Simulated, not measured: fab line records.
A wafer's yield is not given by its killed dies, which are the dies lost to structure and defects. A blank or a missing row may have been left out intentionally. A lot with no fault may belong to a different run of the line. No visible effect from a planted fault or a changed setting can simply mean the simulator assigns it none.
The tool behind it: which one? :: flow sky130 :: Sampling: 12 lots, 36 wafers, 2 of 708 route steps

== WHAT THE GAUGES READ, wafer by wafer ==
SKY_VIA2_OVL_MEAS_13. Usual: VIA2_OVL 4 nm, standard deviation 5.1.
lot: L242
measured: day 36 05:41
on: overlay-02
VIA2_OVL (nm): 5 2 11
flag: 

lot: L243
measured: day 36 10:02
on: overlay-02
VIA2_OVL (nm): 3 6 5
flag: 

lot: L244
measured: day 36 23:35
on: overlay-02
VIA2_OVL (nm): 9 6 12
flag: 

lot: L245
measured: day 37 17:59
on: overlay-02
VIA2_OVL (nm): 1 1 6
flag: 

lot: L246
measured: day 37 18:28
on: overlay-02
VIA2_OVL (nm): 14 1 3
flag: 

lot: L247
measured: day 38 02:29
on: overlay-01
VIA2_OVL (nm): 0 12 1
flag: 

lot: L251
measured: day 39 15:59
on: overlay-01
VIA2_OVL (nm): 75 77 77
flag: OFF

lot: L253
measured: day 39 23:28
on: overlay-01
VIA2_OVL (nm): 16 7 12
flag: 

lot: L257
measured: day 40 21:09
on: overlay-01
VIA2_OVL (nm): 0 0 2
flag: 

lot: L258
measured: day 41 01:44
on: overlay-01
VIA2_OVL (nm): 13 8 10
flag: 

lot: L259
measured: day 41 13:16
on: overlay-01
VIA2_OVL (nm): -1 -1 -2
flag: 

lot: L265
measured: day 43 00:08
on: overlay-02
VIA2_OVL (nm): 13 5 5
flag: 

== WHICH TOOL RAN EACH LOT (tool, then ch and the chambers of the sampled wafers, then the start) ==
lot: L242
SKY_VIA2_EXPOSE_09: krfScanner-02 ch 0, day 35 16:07

lot: L243
SKY_VIA2_EXPOSE_09: krfScanner-02 ch 0, day 35 20:35

lot: L244
SKY_VIA2_EXPOSE_09: krfScanner-02 ch 0, day 36 10:47

lot: L245
SKY_VIA2_EXPOSE_09: krfScanner-02 ch 0, day 37 04:05

lot: L246
SKY_VIA2_EXPOSE_09: krfScanner-01 ch 0, day 37 05:37

lot: L247
SKY_VIA2_EXPOSE_09: krfScanner-01 ch 0, day 37 13:48

lot: L251
SKY_VIA2_EXPOSE_09: krfScanner-02 ch 0, day 39 04:10

lot: L253
SKY_VIA2_EXPOSE_09: krfScanner-01 ch 0, day 39 11:07

lot: L257
SKY_VIA2_EXPOSE_09: krfScanner-01 ch 0, day 40 09:15

lot: L258
SKY_VIA2_EXPOSE_09: krfScanner-01 ch 0, day 40 13:58

lot: L259
SKY_VIA2_EXPOSE_09: krfScanner-01 ch 0, day 41 01:10

lot: L265
SKY_VIA2_EXPOSE_09: krfScanner-01 ch 0, day 42 12:35
- SKY_VIA2_EXPOSE_09: exposes mask VIM2, target cd 200 nm.

== AS READ BY THE TOOLS THEMSELVES (means over the sampled wafers that have a number; for cases with no such wafer, the mark the record gives instead) ==
The record holds no such reading with a usual standard deviation.

== THE ANSWER, worked out from the rows above alone ==
Rule: lot off if the mean of its wafers having a number is beyond 3 standard deviations from the usual mean. A lot without any number at a reading at which 4 lots or more have one is off too. Where the step has rows for the other lots, those lots are counted as sound. The gauges are gone through in route order, then the tools' own readings, and for those a lot's mean is taken as printed above. At the first step where some lot is off, the reading lying furthest off is the one used; lots without a number count as furthest.
Off: L251, at SKY_VIA2_OVL_MEAS_13 (VIA2_OVL).
A tool fits if, at a process step before that reading, it ran every lot that is off, and no sound lot after the first of them. Those tools and the gauges at SKY_VIA2_OVL_MEAS_13 are tried in the same way. One fits: SKY_VIA2_EXPOSE_09 on krfScanner-02. Its last sound lot is L245 (day 37 04:05), its first lot that is off L251 (day 39 04:10): a fault that began between those two fits.

== WHAT THE SIMULATOR HAD PUT IN ==
Scanner matching overlay: krfScanner-02, from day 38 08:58 on, at SKY_VIA2_EXPOSE_09. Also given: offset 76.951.
Lots struck among those shown: L251. This agrees with what the rule above found.
